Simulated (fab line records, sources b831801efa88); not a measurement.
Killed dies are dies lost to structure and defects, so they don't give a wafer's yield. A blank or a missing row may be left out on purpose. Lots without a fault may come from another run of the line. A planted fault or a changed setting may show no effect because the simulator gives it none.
Which tool did it? | flow sky130 | 11 lots, 33 wafers sampled, at 5 steps of a route of 708

WHAT THE GAUGES READ, wafer by wafer
SKY_VIA3_THK_MEAS_01. Usual: VIA3_HDPCVD_THK 1637 nm, standard deviation 17.
lot  | measured     | on            | VIA3_HDPCVD_THK (nm) | flag
L510 | day 39 05:11 | film_metro-02 | 1633 1629 1620       |
L512 | day 39 19:48 | film_metro-02 | 1619 1623 1642       |
L514 | day 40 05:09 | film_metro-03 | 1637 1640 1639       |
L515 | day 40 14:02 | film_metro-04 | 1609 1643 1623       |
L516 | day 40 20:26 | film_metro-03 | 1651 1652 1626       |
L517 | day 41 09:02 | film_metro-04 | 1596 1605 1597       |
L524 | day 43 06:17 | film_metro-03 | 1637 1634 1619       |
L526 | day 43 19:22 | film_metro-03 | 1618 1662 1653       |
L528 | day 44 04:51 | film_metro-04 | 1672 1634 1644       |
L529 | day 44 12:18 | film_metro-02 | 1628 1617 1621       |
L532 | day 45 10:56 | film_metro-03 | 1661 1617 1652       |

SKY_VIA3_RS_MEAS_22: measures by four-point-probe. Usual: VIA3_W_RS 0.292 ohm/sq, standard deviation 0.0041.
lot  | measured     | on            | VIA3_W_RS (ohm/sq) | flag
L510 | day 40 08:06 | film_metro-04 | 0.288 0.296 0.296  |
L512 | day 40 21:19 | film_metro-04 | 0.297 0.284 0.297  |
L514 | day 41 06:59 | film_metro-03 | 0.293 0.294 0.288  |
L515 | day 41 16:07 | film_metro-03 | 0.296 0.289 0.288  |
L516 | day 41 21:55 | film_metro-04 | 0.293 0.294 0.297  |
L517 | day 42 10:35 | film_metro-02 | 0.296 0.297 0.290  |
L524 | day 44 06:52 | film_metro-02 | 0.296 0.257 0.263  | OFF
L526 | day 44 19:10 | film_metro-03 | 0.286 0.263 0.257  | OFF
L528 | day 45 04:19 | film_metro-02 | 0.293 0.292 0.298  |
L529 | day 45 11:23 | film_metro-02 | 0.291 0.297 0.296  |
L532 | day 46 09:15 | film_metro-03 | 0.294 0.291 0.295  |

SKY_VIA3_THK_MEAS_23: measures by xrf. Usual: VIA3_W_THK 396 nm, standard deviation 6.7.
lot  | measured     | on            | VIA3_W_THK (nm) | flag
L510 | day 40 08:12 | film_metro-04 | 406 394 396     |
L512 | day 40 21:26 | film_metro-04 | 394 411 395     |
L514 | day 41 07:06 | film_metro-03 | 385 384 394     |
L515 | day 41 16:14 | film_metro-03 | 385 391 393     |
L516 | day 41 22:02 | film_metro-04 | 397 395 395     |
L517 | day 42 10:41 | film_metro-02 | 393 392 404     |
L524 | day 44 06:58 | film_metro-02 | 393 450 440     | OFF
L526 | day 44 19:16 | film_metro-03 | 397 435 443     | OFF
L528 | day 45 04:26 | film_metro-02 | 399 400 391     |
L529 | day 45 11:31 | film_metro-02 | 402 393 393     |
L532 | day 46 09:22 | film_metro-03 | 389 393 391     |

WHICH TOOL RAN EACH LOT (tool, then ch and the chambers of the sampled wafers, then the start)
lot  | SKY_VIA3_SPUTTER_20          | SKY_VIA3_CVD_21
L510 | pvd_sputter-02, day 40 07:53 | cvd_w-02 ch 0,1, day 40 07:59
L512 | pvd_sputter-03, day 40 21:08 | cvd_w-02 ch 0,1, day 40 21:11
L514 | pvd_sputter-03, day 41 06:47 | cvd_w-02 ch 0,1, day 41 06:51
L515 | pvd_sputter-03, day 41 15:56 | cvd_w-02 ch 0,1, day 41 15:59
L516 | pvd_sputter-04, day 41 21:44 | cvd_w-01 ch 0,1, day 41 21:47
L517 | pvd_sputter-04, day 42 10:22 | cvd_w-02 ch 0,1, day 42 10:28
L524 | pvd_sputter-02, day 44 06:37 | cvd_w-02 ch 0,1, day 44 06:44
L526 | pvd_sputter-04, day 44 18:56 | cvd_w-02 ch 0,1, day 44 19:02
L528 | pvd_sputter-04, day 45 04:07 | cvd_w-01 ch 0,1, day 45 04:11
L529 | pvd_sputter-03, day 45 11:12 | cvd_w-01 ch 0,1, day 45 11:16
L532 | pvd_sputter-04, day 46 09:02 | cvd_w-01 ch 0,1, day 46 09:07
- SKY_VIA3_SPUTTER_20: material TiN, target thk 20 nm, time 80 s.
- SKY_VIA3_CVD_21: deposits W, target thk 390 nm, time 117.31 s.

WHAT THE TOOLS THEMSELVES READ (means of the sampled wafers that have a number; where no wafer has one, the mark that the record gives instead)
SKY_VIA3_SPUTTER_20. Usual: cathode_dc_power_W 4000.1 W, standard deviation 0.7; throttle_valve_pct 30.1 %, standard deviation 0.99.
lot  | tool           | cathode_dc_power_W (W) | throttle_valve_pct (%) | flag
L510 | pvd_sputter-02 | 4000.3                 | 28.3                   |
L512 | pvd_sputter-03 | 4000.2                 | 30.4                   |
L514 | pvd_sputter-03 | 4000.0                 | 30.4                   |
L515 | pvd_sputter-03 | 4000.0                 | 29.8                   |
L516 | pvd_sputter-04 | 3999.5                 | 30.6                   |
L517 | pvd_sputter-04 | 4000.6                 | 30.5                   |
L524 | pvd_sputter-02 | 4000.7                 | 28.6                   |
L526 | pvd_sputter-04 | 4000.5                 | 29.9                   |
L528 | pvd_sputter-04 | 4000.4                 | 30.2                   |
L529 | pvd_sputter-03 | 4000.6                 | 29.7                   |
L532 | pvd_sputter-04 | 4000.3                 | 30.2                   |

SKY_VIA3_CVD_21. Usual: heater_power_w 789 W, standard deviation 73; susceptor_temp_C 400.00 C, standard deviation 0.23.
lot  | tool     | heater_power_w (W) | susceptor_temp_C (C) | flag
L510 | cvd_w-02 | 735                | 400.11               |
L512 | cvd_w-02 | 739                | 399.99               |
L514 | cvd_w-02 | 732                | 400.13               |
L515 | cvd_w-02 | 717                | 400.03               |
L516 | cvd_w-01 | 855                | 400.16               |
L517 | cvd_w-02 | 734                | 400.07               |
L524 | cvd_w-02 | 740                | 400.26               |
L526 | cvd_w-02 | 726                | 399.87               |
L528 | cvd_w-01 | 857                | 400.07               |
L529 | cvd_w-01 | 877                | 400.00               |
L532 | cvd_w-01 | 880                | 399.91               |

THE ANSWER, worked out from the rows above alone
Rule: a lot is off if the mean of its wafers that have a number lies more than 3 standard deviations from the usual mean. A lot without any number at a reading at which 4 lots or more have one is off too. The other lots that the step has rows for count as sound. The gauges are gone through in route order, then the tools' own readings, and for those a lot's mean is taken as printed above. The first step at which some lot is off is used, and at that step the reading that is off furthest; a lot without a number counts as furthest.
Off: L524, L526, at SKY_VIA3_RS_MEAS_22 (VIA3_W_RS).
A tool fits if, at a process step before that reading, it ran every lot that is off, and no sound lot after the first of them. The gauges at SKY_VIA3_RS_MEAS_22 are tried like those tools. One fits: cvd_w-02 at SKY_VIA3_CVD_21. Its last sound lot is L517 (day 42 10:28), its first lot that is off L524 (day 44 06:44): a fault that began between those two fits.

WHAT THE SIMULATOR HAD PUT IN
Process parameter drift: cvd_w-02, from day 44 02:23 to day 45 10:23, at SKY_VIA3_CVD_21. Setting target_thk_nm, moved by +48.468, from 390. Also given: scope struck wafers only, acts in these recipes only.
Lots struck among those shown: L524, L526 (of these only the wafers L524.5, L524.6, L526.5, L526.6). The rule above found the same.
